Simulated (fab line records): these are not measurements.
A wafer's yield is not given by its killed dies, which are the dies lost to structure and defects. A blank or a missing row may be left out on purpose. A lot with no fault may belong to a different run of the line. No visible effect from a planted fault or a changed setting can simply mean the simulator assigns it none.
fab line records    flow sky130
record lots=7  wafers=21  lastDay=49
route steps=708 shown LDD_HVP@281 LDD_LDN@289 PAD_OPEN@708
lots with no fault: from the same line, run without faults
startH: hours from the record's opening day to when the first of the lot's shown wafers began    waitH: hours since the lot's step before    " repeats the value in the row above    L1.1+2: one row covering several wafers at once    - no value, or no start was given    * or withheld: withheld    < > ~ a bound
route shown NAME@n: names a module that has steps shown in the file, with the first one's number in the route    usual: mean/standard deviation taken from wafers without a fault    same: alike in all rows    chamber/n: place in a boat    sites: readings site by site    _std_site: the values' standard deviation    _edge_site: inner sites' mean taken away from outer sites' mean    radiusMm: for every site, how far away it sits from the centre of the wafer    mask NAME#n: copy n    behind: the tool/chamber that last shaped the wafer    hold: reason for holding the lot/hours on hold/outcome of the hold    device: the n, p or np transistor that did not switch    end of line: the route-end tests of the same wafers    a step without rows: its recipe alone    killed: dies that structure and defects cost at the first sort, which is not the same as the wafer's yield    map: dies across one wafer; x = killed, . = not, _ = none there
set.NAME: the setting the step ran with; set.NAME@STEP: the setting that earlier step ran with    model.NAME: the simulator's own value behind a step, which no gauge read
lots seen at some steps along the route; tables by step, rows by wafer
services: when a tool's chamber went out of use (startH, in hours from the record's first day, below 0 if earlier), for how many hours, and the reason
## steps
# step SKY_LDD_HVP_SOFTBAKE_03
# recipe tempC=90  timeS=60  resist=NOVOLAK
# step SKY_LDD_HVP_EXPOSE_04
# recipe maskId=HVPTM  na=0.6  sourceShape=conventional  sigmaOuter=0.6  polarization=unpolarized  targetCdNm=700  doseMj=86
# step SKY_LDD_HVP_PEB_05
# recipe tempC=withheld  timeS=*  resist=NOVOLAK
# step SKY_LDD_HVP_DEVELOP_06
# recipe resist=NOVOLAK  developer=TMAH  developTimeS=60  devTempC=23
# step SKY_LDD_HVP_OVL_MEAS_07
# usual LDD_HVP_OVL=-1.3/1.5
lot.wafer  tool        chamber  startH  waitH  LDD_HVP_OVL[nm]
L672.3     overlay-01  -        497.99  0.1    -1.0
L672.4     "           -        "       "      -2.2
L672.6     "           -        "       "      -1.6
L676.1     overlay-02  -        547.00  0.1    -3.2
L676.3     "           -        "       "      -4.1
L676.5     "           -        "       "      -3.2
L678.1     overlay-01  -        574.20  0.1    -0.3
L678.2     "           -        "       "      1.4
L678.6     "           -        "       "      0.2
L679.1     overlay-02  -        575.02  0.1    -0.8
L679.2     "           -        "       "      0.8
L679.5     "           -        "       "      0.1
L685.1     overlay-02  -        617.34  0.1    1.7
L685.4     "           -        "       "      -0.7
L685.5     "           -        "       "      -1.2
L686.1     overlay-01  -        625.84  0.1    -2.6
L686.5     "           -        "       "      -0.1
L686.6     "           -        "       "      -2.1
L688.3     overlay-01  -        642.90  0.1    -2.2
L688.4     "           -        "       "      -1.3
L688.6     "           -        "       "      -2.0
# step SKY_LDD_HVP_IMPLANT_08
# recipe species=B  energyKev=20  doseCm2=1.7e+13  tiltDeg=17.9
# step SKY_LDD_HVP_STRIP_09
# recipe chemistry=O2/N2  powerW=1400  pressureMtorr=1500  platenTempC=withheld  o2FlowSccm=3000  n2FlowSccm=300  overashFraction=0.5
# usual drypumpMotorCurrentA=5.7/0.55  oesProductAu=0.409/0.005  stripTimeToEndpointS=4.139/0.015
lot.wafer  tool            chamber  startH  waitH  drypumpMotorCurrentA  oesProductAu  rfHoursCounterH  stripTimeToEndpointS
L672.3     plasmaAsher-03  0        498.19  0.1    5.4                   0.414         -                4.142
L672.4     "               1        "       "      5.8                   0.404         -                4.151
L672.6     "               0        "       "      5.4                   0.407         -                4.147
L676.1     plasmaAsher-04  1        547.48  0.1    6.2                   0.402         63               4.123
L676.3     "               1        "       "      6.2                   0.413         -                4.153
L676.5     "               0        "       "      6.4                   0.406         -                4.156
L678.1     plasmaAsher-03  1        574.39  0.1    5.8                   0.421         14               4.130
L678.2     "               0        "       "      5.5                   0.411         14               4.112
L678.6     "               1        "       "      5.9                   0.410         -                4.118
L679.1     plasmaAsher-02  1        575.21  0.1    4.8                   0.406         92               4.145
L679.2     "               0        "       "      6.1                   0.405         92               4.159
L679.5     "               0        "       "      6.1                   0.401         -                4.146
L685.1     plasmaAsher-02  1        617.53  0.1    4.8                   0.410         96               4.157
L685.4     "               0        "       "      6.1                   0.412         -                4.152
L685.5     "               0        "       "      6.1                   0.410         -                4.157
L686.1     plasmaAsher-02  1        626.03  0.1    4.8                   0.412         97               4.133
L686.5     "               0        "       "      6.1                   0.403         -                4.155
L686.6     "               1        "       "      4.8                   0.409         -                4.144
L688.3     plasmaAsher-02  1        643.11  0.1    4.8                   0.411         -                4.155
L688.4     "               0        "       "      6.1                   0.409         -                4.168
L688.6     "               1        "       "      4.8                   0.408         -                4.159
# step SKY_LDD_HVP_TW_MEAS_10
# usual LDD_HVP_TW=454/3
lot.wafer  tool          chamber  startH  waitH  LDD_HVP_TW
L672.3     filmMetro-03  -        498.28  0.1    451
L672.4     "             -        "       "      449
L672.6     "             -        "       "      451
L676.1     filmMetro-03  -        547.58  0.1    453
L676.3     "             -        "       "      452
L676.5     "             -        "       "      454
L678.1     filmMetro-04  -        574.49  0.1    458
L678.2     "             -        "       "      457
L678.6     "             -        "       "      459
L679.1     filmMetro-02  -        575.31  0.1    451
L679.2     "             -        "       "      451
L679.5     "             -        "       "      452
L685.1     filmMetro-02  -        617.63  0.1    450
L685.4     "             -        "       "      451
L685.5     "             -        "       "      450
L686.1     filmMetro-02  -        626.13  0.1    451
L686.5     "             -        "       "      452
L686.6     "             -        "       "      452
L688.3     filmMetro-04  -        643.20  0.1    455
L688.4     "             -        "       "      456
L688.6     "             -        "       "      452
# step SKY_LDD_LDN_DEHYDRATE_00
# recipe tempC=200  timeS=60
# step SKY_LDD_LDN_HMDS_01
# recipe primeTimeS=60  primeTempC=120
# step SKY_LDD_LDN_COAT_02
# recipe resist=NOVOLAK  spinRpm=3000  resistThkNm=1140
# step SKY_LDD_LDN_SOFTBAKE_03
# recipe tempC=90  timeS=60  resist=NOVOLAK
# step SKY_LDD_LDN_EXPOSE_04
# recipe maskId=LDNTM  na=0.6  sourceShape=conventional  sigmaOuter=0.6  polarization=unpolarized  targetCdNm=700  doseMj=140
lot.wafer   tool             chamber  startH  waitH  mask     model.LDD_LDN.overlayXNm
L672.3+4+6  ilineStepper-02  0        514.24  -      LDNTM#0  -0.4766
L676.1+3+5  ilineStepper-02  0        562.64  -      LDNTM#0  -54.44
L678.1+2+6  ilineStepper-02  0        589.41  -      LDNTM#0  -53.7
L679.1+2+5  ilineStepper-02  0        590.48  -      LDNTM#0  -54.3
L685.1+4+5  ilineStepper-01  0        632.40  -      LDNTM#0  -0.1795
L686.1+5+6  ilineStepper-01  0        640.91  -      LDNTM#0  -0.2487
L688.3+4+6  ilineStepper-01  0        657.43  -      LDNTM#0  0.5674
# step SKY_LDD_LDN_PEB_05
# recipe tempC=withheld  timeS=*  resist=NOVOLAK
# step SKY_LDD_LDN_DEVELOP_06
# recipe resist=NOVOLAK  developer=TMAH  developTimeS=60  devTempC=23
# step SKY_LDD_LDN_OVL_MEAS_07
# usual LDD_LDN_OVL=0.3/1.4
lot.wafer  tool        chamber  startH  waitH  LDD_LDN_OVL[nm]
L672.3     overlay-01  -        528.62  0.1    -0.1
L672.4     "           -        "       "      -1.7
L672.6     "           -        "       "      -0.2
L676.1     overlay-01  -        577.94  0.1    -55.0
L676.3     "           -        "       "      -54.4
L676.5     "           -        "       "      -53.8
L678.1     overlay-01  -        603.84  0.1    -54.9
L678.2     "           -        "       "      -53.3
L678.6     "           -        "       "      -55.0
L679.1     overlay-01  -        604.81  0.1    -53.0
L679.2     "           -        "       "      -52.8
L679.5     "           -        "       "      -54.9
L685.1     overlay-01  -        646.44  0.1    -0.9
L685.4     "           -        "       "      0.0
L685.5     "           -        "       "      -0.7
L686.1     overlay-01  -        654.92  0.1    1.3
L686.5     "           -        "       "      0.6
L686.6     "           -        "       "      2.6
L688.3     overlay-01  -        671.54  0.1    -1.6
L688.4     "           -        "       "      0.0
L688.6     "           -        "       "      0.5
# step SKY_LDD_LDN_IMPLANT_08
# recipe species=As  energyKev=15  doseCm2=1.25e+13  tiltDeg=withheld  rotationDeg=23
# step SKY_PAD_OPEN_PROBE_99
# usual killed_at_M0_to_M3=43/6.6  killed_at_M4_up=3.0/1.7  killedAtContacts=24/5.4  killedAtFrontEnd=16/4.6  killedAtOther=0.3/0.53  killedDies=87/9.7  killedOpen=47/7.3  killedShort=39/6.5
# same grossDies=492  killedAtBackSide=0
lot.wafer  tool       chamber  startH   waitH  killed_at_M0_to_M3  killed_at_M4_up  killedAtContacts  killedAtFrontEnd  killedAtOther  killedDies  killedOpen  killedShort
L678.1     prober-01  -        1128.89  0.1    40                  1                20                20                0              81          46          35
L678.2     prober-01  -        1128.94  0.1    43                  1                22                18                1              85          45          40
L678.6     prober-01  -        1129.14  0.2    32                  2                32                9                 0              75          42          33
L679.1     prober-02  -        1131.41  0.1    34                  5                23                11                0              73          35          38
L679.2     prober-02  -        1131.46  0.1    54                  4                20                22                0              100         53          47
L679.5     prober-02  -        1131.61  0.2    45                  1                23                20                0              89          56          33
# killed by level:class
L678.1 LI_CONTACT:geometricParticle:open=10 VIA1:geometricParticle:open=10 FIELD_ISO:geometricParticle:short=8 VIA3:geometricParticle:open=6 VIA2:geometricParticle:open=5 METAL2:geometricParticle:short=5 POLY_CUT:geometricParticle:open=4 VIA1:geometricParticle:short=4
L678.2 METAL1:geometricParticle:short=9 CONTACT:geometricParticle:open=7 LI_CONTACT:geometricParticle:open=6 VIA1:geometricParticle:open=6 VIA3:geometricParticle:open=6 FIELD_ISO:geometricParticle:open=5 POLY_GATE:geometricParticle:open=5 METAL3:geometricParticle:short=5
L678.6 CONTACT:geometricParticle:open=18 VIA1:geometricParticle:open=6 VIA2:geometricParticle:open=6 LI_CONTACT:geometricParticle:open=5 CONTACT:geometricParticle:short=4 POLY_GATE:geometricParticle:short=3 LOCAL_INTERCONNECT:geometricParticle:short=3 METAL1:geometricParticle:short=3
L679.1 VIA1:geometricParticle:open=11 CONTACT:geometricParticle:open=10 METAL1:geometricParticle:short=6 VIA1:geometricParticle:short=6 FIELD_ISO:geometricParticle:short=4 LI_CONTACT:geometricParticle:open=4 CONTACT:geometricParticle:short=4 METAL4:geometricParticle:short=4
L679.2 VIA1:geometricParticle:open=18 VIA1:geometricParticle:short=8 VIA3:geometricParticle:open=7 POLY_GATE:geometricParticle:open=6 METAL3:geometricParticle:short=6 POLY_GATE:geometricParticle:short=5 CONTACT:geometricParticle:short=5 CONTACT:geometricParticle:open=5
L679.5 CONTACT:geometricParticle:open=11 VIA1:geometricParticle:open=11 VIA3:geometricParticle:open=10 METAL1:geometricParticle:short=8 LOCAL_INTERCONNECT:geometricParticle:short=6 VIA2:geometricParticle:open=6 FIELD_ISO:geometricParticle:open=5 LI_CONTACT:geometricParticle:open=5
## services
tool             chamber  startH  hours  kind
ilineStepper-02  -        489.84  4.4    pm
plasmaAsher-03   -        525.57  2.8    pm
plasmaAsher-04   -        538.56  1.7    repair
ilineStepper-02  0        559.79  -      calibration
plasmaAsher-03   -        562.99  1.2    repair
ilineStepper-02  -        568.72  10.7   repair
ilineStepper-02  -        568.89  3.2    repair
plasmaAsher-02   -        571.81  1.7    repair
ilineStepper-01  -        587.14  6.8    repair
ilineStepper-01  -        593.95  1.7    pm
## key
firstSign step=SKY_LDD_LDN_OVL_MEAS_07  reading=LDD_LDN_OVL  direction=down  sigmas=39  usual=0.3  struck=-54.1
effect none on later readings
modelEffect step=SKY_LDD_LDN_EXPOSE_04  value=LDD_LDN.overlayXNm  without=-0.009517  struck=-54.15
metAt SKY_LDD_LDN_EXPOSE_04
struckWafers L676.1,L676.3,L676.5,L678.1,L678.2,L678.6,L679.1,L679.2,L679.5
testerLeftOut L676,L678,L679
onsetBetween 514.24 562.64
fault kind=scannerMatchingOverlay  tool=ilineStepper-02  chamber=-  onsetH=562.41  steps=SKY_LDD_LDN_EXPOSE_04  offset=-54.139
# testerLeftOut: of these lots the tester's yield and bins aren't shown, on N5 and GAA mostly nor the transistor test; their killed dies are dies lost to structure and defects alone, not to doping, threshold or leakage, so they don't give the yield
